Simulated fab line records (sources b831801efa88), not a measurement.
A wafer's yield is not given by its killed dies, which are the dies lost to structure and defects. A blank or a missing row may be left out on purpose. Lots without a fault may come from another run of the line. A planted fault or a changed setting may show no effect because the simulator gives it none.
Matching of chambers ; flow gf180mcu ; rieDiel-01 running GF_M5_ETCH_09: 4 sister chambers
The step etches Si3N4 in CF4/O2, target depth 52 nm, time 11.6 s. 4 wafers are shown with their chamber, then 9 later ones without.

WAFERS WITH THEIR CHAMBER
wafer;chamber;drypumpMotorCurrentA (A)
L085.4;0;6.1
L090.1;1;5.4
L090.3;3;5.1
L090.6;2;5.1

WAFERS WITHOUT THEIR CHAMBER
wafer;drypumpMotorCurrentA (A)
L091.3;5.1
L091.4;5.4
L091.5;6.1
L094.1;5.4
L094.3;5.1
L094.5;5.3
L096.3;6.1
L096.4;5.1
L096.6;5.1

CHAMBER TAKEN BY EACH
wafer;from the rows above;in truth
L091.3;can't be placed: 2 or 3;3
L091.4;1;1
L091.5;0;0
L094.1;1;1
L094.3;can't be placed: 2 or 3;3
L094.5;1;1
L096.3;0;0
L096.4;can't be placed: 2 or 3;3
L096.6;can't be placed: 2 or 3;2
Correctly placed: 5 of 9. Unplaceable from these rows: 4, with the true chamber sitting among the candidates in 4. Wrongly placed: 0.
How it was worked out, from the rows above alone: a wafer's distance from a chamber is the root of the sum, over the readings, of the square of ((its reading less the chamber's mean) divided by the reading's scatter). If the next closest chamber is less than 2 further off than the closest, the wafer can't be placed; otherwise it belongs to the closest. For every chamber, the mean is computed from those of its wafers that are shown. The scatter: with one shown wafer a chamber, the root of the mean of the squares of how far each hidden wafer lies from its nearest shown one.
